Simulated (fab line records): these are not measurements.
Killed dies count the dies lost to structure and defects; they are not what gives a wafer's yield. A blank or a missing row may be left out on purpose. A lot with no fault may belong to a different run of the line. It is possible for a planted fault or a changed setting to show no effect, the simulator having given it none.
What tool caused it? | flow gf180mcu | 42 wafers from 14 lots sampled at 4 of the route's 602 steps

WHAT EACH GAUGE READ, for each wafer
GF_M5_CD_MEAS_07: the cd target is 280 nm. Usual: cdNm 279.9 nm, standard deviation 1.1.
lot  | measured     | on       | cdNm (nm)         | flag
L695 | day 26 01:31 | cdSem-01 | 280.1 281.6 280.4 | 
L696 | day 26 09:06 | cdSem-01 | 279.1 276.8 278.4 | 
L697 | day 26 18:56 | cdSem-02 | 280.8 279.4 279.0 | 
L698 | day 27 01:35 | cdSem-01 | 280.1 280.1 280.0 | 
L703 | day 28 15:35 | cdSem-01 | 281.1 281.3 280.9 | 
L704 | day 29 05:17 | cdSem-02 | 279.7 280.1 279.8 | 
L705 | day 29 15:05 | cdSem-02 | 278.9 279.4 279.0 | 
L710 | day 31 04:22 | cdSem-01 | 278.1 278.6 277.6 | 
L711 | day 31 09:46 | cdSem-02 | 278.9 279.6 279.0 | 
L714 | day 32 03:49 | cdSem-02 | 280.6 278.9 280.7 | 
L715 | day 32 14:20 | cdSem-02 | 281.0 280.1 280.4 | 
L716 | day 32 13:29 | cdSem-02 | 281.3 282.3 282.0 | 
L717 | day 32 18:38 | cdSem-01 | 279.7 279.8 280.1 | 
L718 | day 32 20:20 | cdSem-02 | 281.3 280.1 280.1 | 

GF_TOP_METAL_CD_MEAS_14: the cd target is 440 nm. Usual: cdNm 439.6 nm, standard deviation 2.2.
lot  | measured     | on       | cdNm (nm)         | flag
L695 | day 27 21:23 | cdSem-01 | 440.7 442.2 440.3 | 
L696 | day 28 05:13 | cdSem-01 | 437.8 439.8 439.3 | 
L697 | day 28 13:08 | cdSem-02 | 440.8 442.3 442.6 | 
L698 | day 28 20:07 | cdSem-01 | 438.1 438.1 441.8 | 
L703 | day 30 07:47 | cdSem-01 | 439.5 439.5 438.2 | 
L704 | day 30 20:31 | cdSem-01 | 439.7 440.2 442.8 | 
L705 | day 31 06:52 | cdSem-02 | 437.1 436.6 436.4 | 
L710 | day 32 17:40 | cdSem-02 | 439.2 438.5 440.8 | 
L711 | day 32 22:26 | cdSem-01 | 441.2 441.0 439.6 | 
L714 | day 33 14:58 | cdSem-02 | 440.5 441.1 439.9 | 
L715 | day 34 01:47 | cdSem-02 | 437.6 438.7 440.7 | 
L716 | day 33 23:29 | cdSem-01 | 439.7 442.1 436.6 | 
L717 | day 34 05:26 | cdSem-02 | 438.0 436.3 437.0 | 
L718 | day 34 07:08 | cdSem-01 | 437.0 438.9 437.5 | 

GF_PASSIVATION_THK_MEAS_03. Usual: PASSIVATION_CVD_02_THK 700 nm, standard deviation 8.8.
lot  | measured     | on           | PASSIVATION_CVD_02_THK (nm) | flag
L695 | day 27 22:46 | filmMetro-04 | 676 688 697                 | 
L696 | day 28 06:30 | filmMetro-04 | 713 704 708                 | 
L697 | day 28 14:26 | filmMetro-04 | 686 689 692                 | 
L698 | day 28 21:25 | filmMetro-04 | 693 693 705                 | 
L703 | day 30 09:05 | filmMetro-04 | 696 699 711                 | 
L704 | day 30 22:01 | filmMetro-04 | 696 700 703                 | 
L705 | day 31 08:11 | filmMetro-02 | 705 713 717                 | 
L710 | day 32 19:01 | filmMetro-04 | 714 703 717                 | 
L711 | day 32 23:46 | filmMetro-04 | 699 700 708                 | 
L714 | day 33 16:16 | filmMetro-01 | 689 700 703                 | 
L715 | day 34 03:06 | filmMetro-01 | 693 676 685                 | 
L716 | day 34 00:49 | filmMetro-01 | 698 715 713                 | 
L717 | day 34 06:46 | filmMetro-01 | 696 691 704                 | 
L718 | day 34 08:30 | filmMetro-04 | 695 696 705                 | 

WHAT TOOL EACH LOT RAN ON (gives the tool, then ch and the chambers of the sampled wafers, and finally the start)
lot  | GF_DUAL_GATE_DEVELOP_10
L695 | lithoTrack-03 ch 0, day 8 07:17
L696 | lithoTrack-03 ch 0, day 8 12:09
L697 | lithoTrack-03 ch 0, day 8 23:45
L698 | lithoTrack-04 ch 0, day 9 03:56
L703 | lithoTrack-03 ch 0, day 10 12:24
L704 | lithoTrack-04 ch 0, day 11 01:28
L705 | lithoTrack-03 ch 0, day 11 06:56
L710 | lithoTrack-01 ch 0, day 12 18:35
L711 | lithoTrack-01 ch 0, day 12 23:17
L714 | lithoTrack-04 ch 0, day 14 02:44
L715 | lithoTrack-01 ch 0, day 14 11:14
L716 | lithoTrack-01 ch 0, day 14 11:34
L717 | lithoTrack-01 ch 0, day 14 20:25
L718 | lithoTrack-03 ch 0, day 15 01:44
- GF_DUAL_GATE_DEVELOP_10: develop time 60 s.

AS READ BY THE TOOLS THEMSELVES (means over the sampled wafers that have a number; for cases with no such wafer, the mark the record gives instead)
GF_DUAL_GATE_DEVELOP_10. Usual: developerTempC 23.03 C, standard deviation 0.097.
lot  | tool          | developerTempC (C) | flag
L695 | lithoTrack-03 | 23.02              | 
L696 | lithoTrack-03 | 22.91              | 
L697 | lithoTrack-03 | 22.97              | 
L698 | lithoTrack-04 | 23.05              | 
L703 | lithoTrack-03 | 22.97              | 
L704 | lithoTrack-04 | 22.90              | 
L705 | lithoTrack-03 | 23.16              | 
L710 | lithoTrack-01 | 23.09              | 
L711 | lithoTrack-01 | 22.93              | 
L714 | lithoTrack-04 | 22.94              | 
L715 | lithoTrack-01 | 23.11              | 
L716 | lithoTrack-01 | 23.01              | 
L717 | lithoTrack-01 | 22.96              | 
L718 | lithoTrack-03 | 23.00              | 

THE ANSWER, worked out from the rows above alone
Rule: a lot is off if the mean of its wafers that have a number lies more than 3 standard deviations from the usual mean. Also off: a lot with no number at a reading for which 4 or more lots have one. The other lots that the step has rows for count as sound. First the gauges in route order, then the tools' own readings, where a lot's mean is used as printed above. The first step at which some lot is off is used, and at that step the reading that is off furthest; a lot without a number counts as furthest.
Nothing can be told from this: no lot is off at any reading shown.

WHAT THE SIMULATOR PUT IN
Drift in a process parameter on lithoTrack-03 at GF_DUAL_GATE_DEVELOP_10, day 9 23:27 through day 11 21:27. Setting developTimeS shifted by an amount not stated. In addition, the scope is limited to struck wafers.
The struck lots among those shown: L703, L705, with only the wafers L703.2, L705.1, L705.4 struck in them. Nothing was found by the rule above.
